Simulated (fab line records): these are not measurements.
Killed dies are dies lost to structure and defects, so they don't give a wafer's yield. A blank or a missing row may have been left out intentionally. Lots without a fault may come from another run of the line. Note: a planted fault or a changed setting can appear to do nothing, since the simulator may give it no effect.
fab line records    flow sky130    part 1 of 2: steps 1 to 43 of 44
[record] lots = 6  wafers = 18  last_day = 50
route steps=708 shown DNWELL@41 PWDE@45 NWELL@56 PAD_OPEN@708
lots that met no fault: from a run of the same line without faults
start_h: hours from the record's first day to the start of the lot's first wafer shown    wait_h: time in hours since the lot's previous step    " repeats the value in the row above    L1.1+2: one row covering several wafers at once    - no value, or no start given    * or withheld: withheld    < > ~ a bound
route shown NAME@n: a module of which the file shows steps, and the number in the route of the first    usual: mean and standard deviation over wafers with no fault    same: alike in all rows    chamber/n: place in a boat    sites: the reading at each site    _std_site: how widely they spread, as a standard deviation    _edge_site: inner sites' mean taken away from outer sites' mean    radius_mm: for every site, how far away it sits from the centre of the wafer    mask NAME#n: copy n    behind: the last tool/chamber to shape the wafer    hold: the reason the lot was held/the length of the hold in hours/how it ended    device: the transistor (n, p or np) that didn't switch    end of line: the tests these same wafers got at the end of their route    a step given without rows: its recipe and nothing more    killed: dies lost to structure and defects at the first sort, not the wafer's yield    map: the dies of a wafer, with x for killed, . for not killed, _ for no die there
set.NAME: the setting the step ran with; set.NAME@STEP: the setting that earlier step ran with    model.NAME: the simulator's own value behind a step, which no gauge read
lots at selected steps of the route; one table per step, one row per wafer
services: from which hour (start_h, from the record's first day; less than 0 if before it) a tool's chamber was out of use, for how many hours, and why
[[steps]]
[step SKY_DNWELL_DEVELOP_06]
[recipe] wall_angle_deg = 90  developer = TMAH  develop_time_s = 60  dev_temp_c = 23
[step SKY_DNWELL_IMPLANT_07]
[recipe] species = P  energy_kev = withheld  dose_cm2 = withheld  tilt_deg = withheld
[step SKY_DNWELL_STRIP_08]
[recipe] chemistry = O2/N2  power_w = 1400  pressure_mtorr = 1500  platen_temp_c = withheld  o2_flow_sccm = 3000  n2_flow_sccm = 300  overash_fraction = 0.5
[usual] drypump_motor_current_A = 5.73/0.23  o2_flow_sccm = 3001/9.1  oes_product_au = 0.722/0.0044  strip_time_to_endpoint_s = 36.95/0.094
lot.wafer  tool             chamber  start_h  wait_h  drypump_motor_current_A  o2_flow_sccm  oes_product_au  rf_hours_counter_h  strip_time_to_endpoint_s
L964.1     plasma_asher-01  1        61.11    0.1     5.98                     3001          0.718           41                  36.85
L964.2     "                0        "        "       5.55                     3002          0.720           41                  36.90
L964.5     "                1        "        "       5.97                     2988          0.723           -                   36.83
L967.1     plasma_asher-03  0        77.18    0.1     5.98                     2999          0.719           26                  36.94
L967.3     "                1        "        "       5.92                     2993          0.726           -                   36.84
L967.4     "                0        "        "       5.96                     3001          0.730           -                   36.89
L976.3     plasma_asher-01  1        128.75   0.1     5.98                     3004          0.726           -                   36.94
L976.4     "                0        "        "       5.56                     3001          0.730           -                   36.93
L976.6     "                1        "        "       6.03                     3007          0.717           -                   37.00
L978.3     plasma_asher-01  0        138.05   0.1     5.53                     2996          0.717           -                   37.10
L978.5     "                1        "        "       6.02                     2979          0.732           -                   36.98
L978.6     "                0        "        "       5.56                     3002          0.716           -                   36.93
L981.1     plasma_asher-03  0        161.96   0.1     5.97                     3006          0.728           34                  36.85
L981.3     "                1        "        "       5.88                     2999          0.728           -                   36.92
L981.4     "                0        "        "       5.97                     2999          0.730           -                   36.84
L983.1     plasma_asher-01  1        166.96   0.1     6.01                     3003          0.725           51                  37.00
L983.2     "                0        "        "       5.55                     3009          0.729           51                  37.08
L983.5     "                0        "        "       5.55                     3013          0.721           -                   36.96
[step SKY_DNWELL_TW_MEAS_09]
[usual] DNWELL_TW = 1110/6.3
lot.wafer  tool           chamber  start_h  wait_h  DNWELL_TW
L964.1     film_metro-04  -        61.21    0.1     1105
L964.2     "              -        "        "       1100
L964.5     "              -        "        "       1102
L967.1     film_metro-04  -        77.28    0.1     1117
L967.3     "              -        "        "       1116
L967.4     "              -        "        "       1119
L976.3     film_metro-04  -        128.83   0.1     1113
L976.4     "              -        "        "       1109
L976.6     "              -        "        "       1107
L978.3     film_metro-03  -        138.13   0.1     1098
L978.5     "              -        "        "       1095
L978.6     "              -        "        "       1098
L981.1     film_metro-04  -        162.06   0.1     1111
L981.3     "              -        "        "       1114
L981.4     "              -        "        "       1118
L983.1     film_metro-04  -        167.06   0.1     1107
L983.2     "              -        "        "       1118
L983.5     "              -        "        "       1116
[step SKY_PWDE_DEHYDRATE_00]
[recipe] temp_c = 200  time_s = 60
[step SKY_PWDE_HMDS_01]
[recipe] prime_time_s = 60  prime_temp_c = 120
[step SKY_PWDE_COAT_02]
[recipe] spin_rpm = 2000  resist_thk_nm = 3000
[step SKY_PWDE_SOFTBAKE_03]
[recipe] temp_c = 110  time_s = withheld
[step SKY_PWDE_EXPOSE_04]
[recipe] mask_id = PWDEM  na = 0.6  source_shape = conventional  sigma_outer = 0.6  polarization = unpolarized  target_cd_nm = 840  dose_mj = 214
[step SKY_PWDE_PEB_05]
[recipe] temp_c = 115  time_s = withheld
[step SKY_PWDE_DEVELOP_06]
[recipe] wall_angle_deg = 90  developer = TMAH  develop_time_s = 60  dev_temp_c = 23
[step SKY_PWDE_OVL_MEAS_07]
[usual] PWDE_OVL = 0.4/1.4
lot.wafer  tool        chamber  start_h  wait_h  PWDE_OVL[nm]
L964.1     overlay-01  -        77.98    -       2.3
L964.2     "           -        "        "       2.8
L964.5     "           -        "        "       -0.2
L967.1     overlay-01  -        94.76    -       0.9
L967.3     "           -        "        "       0.0
L967.4     "           -        "        "       2.2
L976.3     overlay-01  -        148.27   -       1.9
L976.4     "           -        "        "       -1.5
L976.6     "           -        "        "       0.6
L978.3     overlay-02  -        157.56   -       0.4
L978.5     "           -        "        "       1.2
L978.6     "           -        "        "       0.5
L981.1     overlay-02  -        182.95   -       -0.4
L981.3     "           -        "        "       3.1
L981.4     "           -        "        "       1.5
L983.1     overlay-01  -        188.68   -       0.5
L983.2     "           -        "        "       2.4
L983.5     "           -        "        "       1.8
[step SKY_PWDE_IMPLANT_08]
[recipe] species = B  energy_kev = 150  dose_cm2 = 3.6e+12  tilt_deg = withheld
[usual] beam_on_s = 10.01/0.19  end_station_pressure_torr = 5.03e-06/2.5e-07  faraday_current_uA = 20.3/0.37
[same] implant_ion_amu = 11
lot.wafer  tool          chamber  start_h  wait_h  beam_on_s  end_station_pressure_torr  faraday_current_uA
L964.1     implanter-01  0        78.01    0.0     9.95       5.17e-06                   20.4
L964.2     "             0        "        "       9.82       5.05e-06                   20.6
L964.5     "             0        "        "       10.08      4.7e-06                    20.2
L967.1     implanter-02  0        94.80    0.0     10.25      5.16e-06                   19.8
L967.3     "             0        "        "       9.82       5.14e-06                   20.6
L967.4     "             0        "        "       10.18      5.03e-06                   20.0
L976.3     implanter-01  0        148.35   0.1     11.68      8.796e-05                  17.2
L976.4     "             0        "        "       11.73      8.441e-05                  17.2
L976.6     "             0        "        "       11.74      8.827e-05                  17.2
L978.3     implanter-01  0        157.63   0.1     12.08      8.11e-05                   16.6
L978.5     "             0        "        "       11.76      7.808e-05                  17.2
L978.6     "             0        "        "       11.75      8.623e-05                  17.2
L981.1     implanter-04  0        182.98   0.0     9.77       5.47e-06                   20.8
L981.3     "             0        "        "       9.98       5.01e-06                   20.3
L981.4     "             0        "        "       10.27      5.16e-06                   19.8
L983.1     implanter-04  0        188.71   0.0     9.89       5.21e-06                   20.5
L983.2     "             0        "        "       9.92       5.18e-06                   20.5
L983.5     "             0        "        "       9.87       4.97e-06                   20.4
[step SKY_PWDE_STRIP_09]
[recipe] chemistry = O2/N2  power_w = 1400  pressure_mtorr = 1500  platen_temp_c = withheld  o2_flow_sccm = 3000  n2_flow_sccm = 300  overash_fraction = 0.5
[usual] drypump_motor_current_A = 5.68/0.25  o2_flow_sccm = 3001/9.5  oes_product_au = 0.722/0.0043  strip_time_to_endpoint_s = 36.96/0.12
lot.wafer  tool             chamber  start_h  wait_h  drypump_motor_current_A  o2_flow_sccm  oes_product_au  rf_hours_counter_h  strip_time_to_endpoint_s
L964.1     plasma_asher-02  0        78.16    0.1     5.45                     2996          0.727           38                  37.01
L964.2     "                1        "        "       5.58                     3015          0.727           38                  36.91
L964.5     "                0        "        "       5.43                     3002          0.722           -                   36.99
L967.1     plasma_asher-03  0        94.95    0.1     5.96                     2999          0.723           27                  36.94
L967.3     "                0        "        "       5.97                     2995          0.719           -                   36.92
L967.4     "                1        "        "       5.92                     2996          0.720           -                   36.92
L976.3     plasma_asher-03  1        148.48   0.1     5.90                     3011          0.721           -                   37.00
L976.4     "                0        "        "       5.98                     2995          0.721           -                   37.07
L976.6     "                1        "        "       5.88                     3006          0.728           -                   36.87
L978.3     plasma_asher-03  0        157.77   0.1     5.97                     2999          0.720           -                   36.76
L978.5     "                0        "        "       5.97                     2997          0.728           -                   36.78
L978.6     "                1        "        "       5.91                     2995          0.729           -                   36.79
L981.1     plasma_asher-02  0        183.13   0.1     5.42                     3018          0.722           7                   37.07
L981.3     "                1        "        "       5.56                     3012          0.717           -                   37.05
L981.4     "                0        "        "       5.43                     2999          0.709           -                   37.06
L983.1     plasma_asher-02  0        188.86   0.1     5.44                     3017          0.719           7                   37.14
L983.2     "                1        "        "       5.55                     3012          0.717           7                   37.18
L983.5     "                0        "        "       5.42                     3006          0.720           -                   37.17
[step SKY_PWDE_TW_MEAS_10]
[usual] PWDE_TW = 372.5/1.7
lot.wafer  tool           chamber  start_h  wait_h  PWDE_TW
L964.1     film_metro-01  -        78.26    0.1     375.2
L964.2     "              -        "        "       372.6
L964.5     "              -        "        "       373.6
L967.1     film_metro-04  -        95.05    0.1     372.0
L967.3     "              -        "        "       372.5
L967.4     "              -        "        "       371.8
L976.3     film_metro-01  -        148.57   0.1     392.6
L976.4     "              -        "        "       392.6
L976.6     "              -        "        "       390.4
L978.3     film_metro-03  -        157.85   0.1     387.7
L978.5     "              -        "        "       388.1
L978.6     "              -        "        "       386.0
L981.1     film_metro-01  -        183.23   0.1     372.9
L981.3     "              -        "        "       370.9
L981.4     "              -        "        "       371.1
L983.1     film_metro-04  -        188.96   0.1     371.8
L983.2     "              -        "        "       371.5
L983.5     "              -        "        "       373.7
[step SKY_NWELL_DEHYDRATE_03]
[recipe] temp_c = 200  time_s = 60
[step SKY_NWELL_HMDS_04]
[recipe] prime_time_s = 60  prime_temp_c = 120
[step SKY_NWELL_COAT_05]
[recipe] spin_rpm = 2000  resist_thk_nm = 3000
[step SKY_NWELL_SOFTBAKE_06]
[recipe] temp_c = 110  time_s = withheld
[step SKY_NWELL_EXPOSE_07]
[recipe] mask_id = NWM  na = 0.6  source_shape = conventional  sigma_outer = 0.6  polarization = unpolarized  target_cd_nm = 840  dose_mj = 255
[step SKY_NWELL_PEB_08]
[recipe] temp_c = 115  time_s = withheld
[step SKY_NWELL_DEVELOP_09]
[recipe] wall_angle_deg = 90  developer = TMAH  develop_time_s = 60  dev_temp_c = 23
[step SKY_NWELL_OVL_MEAS_10]
[usual] NWELL_00_OVL = -0.4/1.5
lot.wafer  tool        chamber  start_h  wait_h  NWELL_00_OVL[nm]
L964.1     overlay-02  -        95.80    -       0.5
L964.2     "           -        "        "       0.4
L964.5     "           -        "        "       -0.6
L967.1     overlay-02  -        111.51   -       2.2
L967.3     "           -        "        "       0.6
L967.4     "           -        "        "       3.1
L976.3     overlay-01  -        168.57   -       1.5
L976.4     "           -        "        "       0.3
L976.6     "           -        "        "       -0.6
L978.3     overlay-02  -        178.52   -       -1.7
L978.5     "           -        "        "       -2.2
L978.6     "           -        "        "       -2.3
L981.1     overlay-02  -        203.86   -       -1.6
L981.3     "           -        "        "       -0.9
L981.4     "           -        "        "       -2.5
L983.1     overlay-01  -        210.36   -       -1.4
L983.2     "           -        "        "       -0.3
L983.5     "           -        "        "       0.3
[step SKY_NWELL_IMPLANT_11]
[recipe] species = P  energy_kev = 400  dose_cm2 = 1.9e+13  tilt_deg = withheld
[step SKY_NWELL_IMPLANT_12]
[recipe] species = P  energy_kev = 120  dose_cm2 = 1.3e+12  tilt_deg = withheld
[step SKY_NWELL_IMPLANT_13]
[recipe] species = P  energy_kev = 50  dose_cm2 = 7e+11  tilt_deg = withheld
[step SKY_NWELL_STRIP_14]
[recipe] chemistry = O2/N2  power_w = 1400  pressure_mtorr = 1500  platen_temp_c = withheld  o2_flow_sccm = 3000  n2_flow_sccm = 300  overash_fraction = 0.5
[usual] drypump_motor_current_A = 5.70/0.28  o2_flow_sccm = 3001/9  oes_product_au = 0.722/0.0048  strip_time_to_endpoint_s = 36.92/0.1
lot.wafer  tool             chamber  start_h  wait_h  drypump_motor_current_A  o2_flow_sccm  oes_product_au  rf_hours_counter_h  strip_time_to_endpoint_s
L964.1     plasma_asher-03  1        99.02    0.1     5.93                     3011          0.714           28                  36.88
L964.2     "                0        "        "       5.97                     3013          0.721           28                  36.98
L964.5     "                1        "        "       5.87                     3008          0.712           -                   36.93
L967.1     plasma_asher-03  1        112.00   0.1     5.93                     2998          0.725           29                  36.93
L967.3     "                0        "        "       5.96                     3008          0.719           -                   36.94
L967.4     "                1        "        "       5.96                     3002          0.725           -                   36.92
L976.3     plasma_asher-01  0        169.08   0.1     5.56                     3000          0.729           -                   36.92
L976.4     "                1        "        "       6.06                     3005          0.730           -                   36.85
L976.6     "                1        "        "       6.03                     2991          0.720           -                   36.91
L978.3     plasma_asher-04  0        179.03   0.1     5.77                     3000          0.718           -                   36.86
L978.5     "                0        "        "       5.76                     3009          0.718           -                   36.96
L978.6     "                1        "        "       5.27                     3004          0.723           -                   36.75
L981.1     plasma_asher-01  0        204.35   0.1     5.55                     2990          0.730           55                  36.76
L981.3     "                0        "        "       5.57                     3005          0.727           -                   36.77
L981.4     "                1        "        "       6.04                     2993          0.717           -                   36.79
L983.1     plasma_asher-01  1        210.85   0.1     6.05                     2994          0.717           56                  36.87
L983.2     "                0        "        "       5.52                     2994          0.726           56                  36.94
L983.5     "                0        "        "       5.55                     2989          0.723           -                   36.88
[step SKY_NWELL_TW_MEAS_15]
[usual] NWELL_TW = 1812/7.3
lot.wafer  tool           chamber  start_h  wait_h  NWELL_TW
L964.1     film_metro-04  -        99.12    0.1     1816
L964.2     "              -        "        "       1811
L964.5     "              -        "        "       1817
L967.1     film_metro-03  -        112.10   0.1     1817
L967.3     "              -        "        "       1816
L967.4     "              -        "        "       1809
L976.3     film_metro-04  -        169.17   0.1     1818
L976.4     "              -        "        "       1815
L976.6     "              -        "        "       1820
L978.3     film_metro-03  -        179.12   0.1     1819
L978.5     "              -        "        "       1822
L978.6     "              -        "        "       1814
L981.1     film_metro-04  -        204.45   0.1     1804
L981.3     "              -        "        "       1818
L981.4     "              -        "        "       1804
L983.1     film_metro-03  -        210.95   0.1     1817
L983.2     "              -        "        "       1826
L983.5     "              -        "        "       1812
[step SKY_NWELL_DEHYDRATE_16]
[recipe] temp_c = 200  time_s = 60
[step SKY_NWELL_HMDS_17]
[recipe] prime_time_s = 60  prime_temp_c = 120
[step SKY_NWELL_COAT_18]
[recipe] spin_rpm = 2000  resist_thk_nm = 3000
[step SKY_NWELL_SOFTBAKE_19]
[recipe] temp_c = 110  time_s = withheld
[step SKY_NWELL_EXPOSE_20]
[recipe] mask_id = NWM_COMPLEMENT  na = 0.6  source_shape = conventional  sigma_outer = 0.6  polarization = unpolarized  target_cd_nm = 840  dose_mj = 260
[step SKY_NWELL_PEB_21]
[recipe] temp_c = 115  time_s = withheld
[step SKY_NWELL_DEVELOP_22]
[recipe] wall_angle_deg = 90  developer = TMAH  develop_time_s = 60  dev_temp_c = 23
[step SKY_NWELL_OVL_MEAS_23]
[usual] NWELL_01_OVL = 0.1/1.3
lot.wafer  tool        chamber  start_h  wait_h  NWELL_01_OVL[nm]
L964.1     overlay-02  -        116.15   -       -0.7
L964.2     "           -        "        "       -2.0
L964.5     "           -        "        "       -0.9
L967.1     overlay-01  -        130.80   -       -0.1
L967.3     "           -        "        "       0.3
L967.4     "           -        "        "       1.0
L976.3     overlay-01  -        190.11   -       1.1
L976.4     "           -        "        "       3.5
L976.6     "           -        "        "       2.8
L978.3     overlay-02  -        199.91   -       -0.5
L978.5     "           -        "        "       -0.7
L978.6     "           -        "        "       -0.2
L981.1     overlay-01  -        226.96   -       0.1
L981.3     "           -        "        "       0.1
L981.4     "           -        "        "       -0.4
L983.1     overlay-01  -        233.11   -       1.3
L983.2     "           -        "        "       2.0
L983.5     "           -        "        "       0.4
[step SKY_NWELL_IMPLANT_24]
[recipe] species = B  energy_kev = 140  dose_cm2 = 9.2e+12  tilt_deg = withheld
[step SKY_NWELL_STRIP_25]
[recipe] chemistry = O2/N2  power_w = 1400  pressure_mtorr = 1500  platen_temp_c = withheld  o2_flow_sccm = 3000  n2_flow_sccm = 300  overash_fraction = 0.5
[usual] drypump_motor_current_A = 5.69/0.28  o2_flow_sccm = 2999/9.3  oes_product_au = 0.723/0.0049  strip_time_to_endpoint_s = 36.99/0.087
lot.wafer  tool             chamber  start_h  wait_h  drypump_motor_current_A  o2_flow_sccm  oes_product_au  rf_hours_counter_h  strip_time_to_endpoint_s
L964.1     plasma_asher-04  0        116.33   0.1     5.78                     2999          0.716           43                  36.93
L964.2     "                1        "        "       5.26                     2993          0.732           43                  36.93
L964.5     "                1        "        "       5.24                     3016          0.728           -                   36.83
L967.1     plasma_asher-01  0        130.98   0.1     5.55                     3009          0.730           48                  36.99
L967.3     "                1        "        "       6.08                     3007          0.712           -                   37.02
L967.4     "                0        "        "       5.55                     2996          0.723           -                   36.99
L976.3     plasma_asher-03  0        190.32   0.1     5.98                     3004          0.716           -                   36.74
L976.4     "                1        "        "       5.91                     3000          0.728           -                   36.81
L976.6     "                0        "        "       5.93                     2988          0.726           -                   36.86
L978.3     plasma_asher-04  1        200.12   0.1     5.25                     2989          0.714           -                   36.97
L978.5     "                0        "        "       5.76                     2993          0.725           -                   36.98
L978.6     "                1        "        "       5.25                     2997          0.718           -                   37.03
L981.1     plasma_asher-01  1        227.15   0.1     6.02                     2987          0.729           58                  37.02
L981.3     "                0        "        "       5.55                     2997          0.716           -                   37.08
L981.4     "                1        "        "       5.97                     3003          0.723           -                   36.98
L983.1     plasma_asher-03  0        233.30   0.1     5.97                     3001          0.723           40                  37.01
L983.2     "                1        "        "       5.89                     3002          0.716           40                  37.18
L983.5     "                1        "        "       5.89                     2992          0.734           -                   37.06
[step SKY_NWELL_TW_MEAS_26]
[usual] NWELL_2_TW = 495.1/2.2
lot.wafer  tool           chamber  start_h  wait_h  NWELL_2_TW
L964.1     film_metro-01  -        116.43   0.1     494.2
L964.2     "              -        "        "       495.8
L964.5     "              -        "        "       498.2
L967.1     film_metro-04  -        131.08   0.1     493.4
L967.3     "              -        "        "       494.7
L967.4     "              -        "        "       492.6
L976.3     film_metro-04  -        190.40   0.1     497.2
L976.4     "              -        "        "       496.7
L976.6     "              -        "        "       496.3
L978.3     film_metro-04  -        200.20   0.1     490.8
L978.5     "              -        "        "       493.5
L978.6     "              -        "        "       493.1
L981.1     film_metro-01  -        227.25   0.1     495.6
L981.3     "              -        "        "       496.3
L981.4     "              -        "        "       497.4
L983.1     film_metro-03  -        233.40   0.1     495.7
L983.2     "              -        "        "       495.3
L983.5     "              -        "        "       497.0
[step SKY_NWELL_CLEAN_27]
[recipe] chemistry = SC1/SC2  mix = 1:4:20  temp_c = 70  time_s = 150  dry = n2_spin
[step SKY_NWELL_RTA_28]
[recipe] temp_c = 1050  time_s = 30  idle_temp_c = 650  ramp_up_c_per_s = 150  ramp_down_c_per_s = 90  ambient = N2
[usual] anneal_temp_c_max = 1055.0/1.2  chamber_o2_ppm = 1.998/0.024  lamp_power_pct = 25.31/0.053  wafer_temp_C_max = 1054.8/1
lot.wafer  tool           chamber  start_h  wait_h  anneal_temp_c_max  chamber_o2_ppm  lamp_power_pct  wafer_temp_C_max
L964.1     rtp_anneal-02  0        116.55   0.0     1054.1             2.013           25.32           1053.1
L964.2     "              0        "        "       1053.8             2.039           25.22           1055.7
L964.5     "              0        "        "       1053.4             2.036           25.41           1054.0
L967.1     rtp_anneal-01  0        131.19   0.0     1055.7             1.999           25.26           1054.7
L967.3     "              0        "        "       1056.6             1.999           25.37           1053.8
L967.4     "              0        "        "       1055.7             1.991           25.37           1053.5
L976.3     rtp_anneal-02  0        190.53   0.0     1054.0             1.984           25.35           1054.9
L976.4     "              0        "        "       1054.4             1.976           25.32           1055.2
L976.6     "              0        "        "       1053.4             1.963           25.33           1053.8
L978.3     rtp_anneal-02  0        200.33   0.0     1053.4             1.993           25.25           1055.3
L978.5     "              0        "        "       1055.8             1.986           25.37           1054.9
L978.6     "              0        "        "       1053.8             2.022           25.14           1055.3
L981.1     rtp_anneal-01  0        227.36   0.0     1056.5             2.020           25.33           1054.3
L981.3     "              0        "        "       1054.5             2.007           25.28           1054.9
L981.4     "              0        "        "       1055.7             1.999           25.25           1053.3
L983.1     rtp_anneal-01  0        233.51   0.0     1056.1             2.036           25.26           1055.2
L983.2     "              0        "        "       1055.5             2.014           25.29           1056.9
L983.5     "              0        "        "       1055.5             2.043           25.31           1055.1
[step SKY_NWELL_RS_MEAS_29]
[recipe] thk_meas_gauge = four-point-probe
[usual] NWELL_RS = 624.9/1.7
lot.wafer  tool           chamber  start_h  wait_h  NWELL_RS[ohm/sq]
L964.1     film_metro-01  -        116.65   0.1     624.4
L964.2     "              -        "        "       625.5
L964.5     "              -        "        "       626.0
L967.1     film_metro-04  -        131.29   0.1     626.8
L967.3     "              -        "        "       623.2
L967.4     "              -        "        "       624.8
L976.3     film_metro-03  -        190.64   0.1     625.5
L976.4     "              -        "        "       623.9
L976.6     "              -        "        "       624.2
L978.3     film_metro-03  -        200.43   0.1     624.1
L978.5     "              -        "        "       625.0
L978.6     "              -        "        "       624.7
L981.1     film_metro-03  -        227.46   0.1     626.7
L981.3     "              -        "        "       623.5
L981.4     "              -        "        "       624.4
L983.1     film_metro-03  -        233.61   0.1     624.0
L983.2     "              -        "        "       624.5
L983.5     "              -        "        "       624.3
[step SKY_NWELL_RS_MEAS_31]
[recipe] thk_meas_gauge = four-point-probe
[usual] PWDE_RS = 5274/21
lot.wafer  tool           chamber  start_h  wait_h  PWDE_RS[ohm/sq]
L964.1     film_metro-01  -        116.89   0.1     5259
L964.2     "              -        "        "       5243
L964.5     "              -        "        "       5274
L967.1     film_metro-04  -        131.53   0.1     5279
L967.3     "              -        "        "       5287
L967.4     "              -        "        "       5273
L976.3     film_metro-03  -        190.88   0.1     4669
L976.4     "              -        "        "       4671
L976.6     "              -        "        "       4679
L978.3     film_metro-03  -        200.67   0.1     4681
L978.5     "              -        "        "       4691
L978.6     "              -        "        "       4689
L981.1     film_metro-03  -        227.70   0.1     5291
L981.3     "              -        "        "       5269
L981.4     "              -        "        "       5281
L983.1     film_metro-03  -        233.85   0.1     5295
L983.2     "              -        "        "       5292
L983.5     "              -        "        "       5276
[[key]]
[first_sign] step = SKY_PWDE_IMPLANT_08  reading = end_station_pressure_torr  direction = up  sigmas = 99+  usual = 5.03e-06  struck = 8.434e-05
[effect] step = SKY_PWDE_IMPLANT_08  reading = beam_on_s  direction = up  sigmas = 9.4  usual = 10.01  struck = 11.79
[effect] step = SKY_PWDE_TW_MEAS_10  reading = PWDE_TW  direction = up  sigmas = 10  usual = 372.5  struck = 389.6
[effect] step = SKY_NWELL_RS_MEAS_31  reading = PWDE_RS  direction = down  sigmas = 28  usual = 5274  struck = 4680
[model_effect] step = SKY_PAD_OPEN_PROBE_99  value = etest.res_p_drift_20v.line_ohm_um  without = 1.178e+04  struck = 1.026e+04
met_at SKY_PWDE_IMPLANT_08
struck_wafers L976.3,L976.4,L976.6,L978.3,L978.5,L978.6
tester_left_out L976,L978
onset_between 78.01 148.35
[fault] kind = process_parameter_drift  tool = implanter-01  chamber = -  onset_h = 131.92  steps = SKY_PWDE_IMPLANT_08  channel = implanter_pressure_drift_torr  offset = 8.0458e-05  shape = step  end_h = 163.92
[fault] kind = process_parameter_drift  tool = implanter-01  chamber = -  onset_h = 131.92  steps = SKY_PWDE_IMPLANT_08  channel = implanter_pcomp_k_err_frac  offset = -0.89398  shape = step  end_h = 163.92
// tester_left_out: of these lots the tester's yield and bins aren't shown, on N5 and GAA mostly nor the transistor test; their killed dies are dies lost to structure and defects alone, not to doping, threshold or leakage, so they don't give the yield
